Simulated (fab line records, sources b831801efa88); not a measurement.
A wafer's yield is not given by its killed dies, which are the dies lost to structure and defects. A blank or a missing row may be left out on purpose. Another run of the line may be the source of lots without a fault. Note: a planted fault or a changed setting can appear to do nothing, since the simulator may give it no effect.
A struck lot beside a sound one / flow sky130 / 15 steps out of a route of 708
Sound: the wafers L818.1, L818.2, L818.5. Struck: wafer L827.3 (left out: L827.2, L827.6 of the same lot, which were not struck); the cause appears at the end.
Per side, at each step with rows, come the tool, then ch with its chambers, and then its first start. Under that, the readings that differ: sound wafers / struck wafers / difference of the means / sigmas: that difference in standard deviations of wafers without a fault.
alike: a reading whose means differ by less than 2 such deviations, as well as words and numbers matching on both sides. not compared: withheld readings; readings where some wafer has no value; bounds like >300 that might hide an equal value; numbers whose values overlap and for which the record gives no deviation.
Wherever a step has rows on one side only, a row that says differs or no value, or a row with sigmas, the two part there. Numbers that don't overlap but have no deviation are shown without sigmas and don't part them. A reading that every wafer of one side lacks parts them only if that side has two wafers or more.

first, 1 step without rows for these wafers: SKY_VIA1_CMP_24 (polishes, stops on SiO2, t overpolish 15 s, target thk 0 nm).
SKY_METAL2_SPUTTER_00: material Ti, target thk 15 nm, time 10 s.
  sound on pvd_sputter-04 at day 35 12:44; struck on pvd_sputter-04 at day 38 03:56
  alike: throttle_valve_pct
SKY_METAL2_SPUTTER_01: material TiN, target thk 20 nm, time 16.7 s.
  sound on pvd_sputter-04 at day 35 12:46; struck on pvd_sputter-04 at day 38 03:58
  alike: throttle_valve_pct
SKY_METAL2_SPUTTER_02: material AlCu, target thk 250 nm, time 13.3 s.
  sound on pvd_sputter-04 at day 35 12:47; struck on pvd_sputter-04 at day 38 03:59
  alike: throttle_valve_pct
SKY_METAL2_SPUTTER_03: material Ti, target thk 5 nm, time 3.3 s.
  sound on pvd_sputter-04 at day 35 12:49; struck on pvd_sputter-04 at day 38 04:01
  alike: throttle_valve_pct
SKY_METAL2_SPUTTER_04: material TiN, target thk 70 nm, time 58.3 s.
  sound on pvd_sputter-04 at day 35 12:50; struck on pvd_sputter-04 at day 38 04:02
  alike: throttle_valve_pct
SKY_METAL2_RS_MEAS_05: uses a four-point probe to measure.
  sound on film_metro-03 at day 35 12:53; struck on film_metro-04 at day 38 04:06
  alike: METAL2_ALCU_RS
SKY_METAL2_THK_MEAS_06: measures by xrf.
  sound on film_metro-03 at day 35 13:00; struck on film_metro-04 at day 38 04:13
  alike: METAL2_ALCU_THK
then, 4 steps without rows for these wafers: SKY_METAL2_DEHYDRATE_07 (time 60 s); SKY_METAL2_HMDS_08 (prime time 60 s); SKY_METAL2_COAT_09 (resist thk 60 nm); SKY_METAL2_COAT_10 (resist thk 450 nm).
SKY_METAL2_SOFTBAKE_11: time 90 s.
  sound on litho_track-04 ch 0, day 36 02:00; struck on litho_track-02 ch 0, day 38 16:00
reading=heater_power_total_W (W); sound=57.37 57.42 57.43; struck=58.51; difference=+1.10; sigmas=+11
reading=run_length_s (s); sound=119.27 119.14 119.54; struck=114.18; difference=-5.14; sigmas=-34
then, 1 step without rows for these wafers: SKY_METAL2_EXPOSE_12 (exposes mask MM2, target cd 140 nm).
-- the record jumps here: 10 days lie between the struck wafers' starts before and after (it left off in module METAL2 and takes up again in module PAD_OPEN, whose first step shown is number 708 of the route) --
SKY_PAD_OPEN_PROBE_99:
  sound on prober-01 at day 47 02:58; struck on prober-02 at day 48 21:50
  alike: defect_limited_yield, killed_at_M0_to_M3, killed_at_M4_up, killed_at_contacts, killed_at_front_end, killed_at_other, killed_dies, killed_open, killed_short, sort_bin_3_pad_short, sort_bin_5_function, sort_bin_6_memory, sort_n_pass, sort_yield_pct

== WHERE THEY PART ==
Only at SKY_METAL2_SOFTBAKE_11, within this record. Later steps at which nothing parts them and some readings are alike: SKY_PAD_OPEN_PROBE_99.

WHY: the cause the simulator had injected
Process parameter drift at SKY_METAL2_SOFTBAKE_11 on litho_track-02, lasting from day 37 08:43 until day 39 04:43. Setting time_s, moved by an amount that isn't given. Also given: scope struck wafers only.
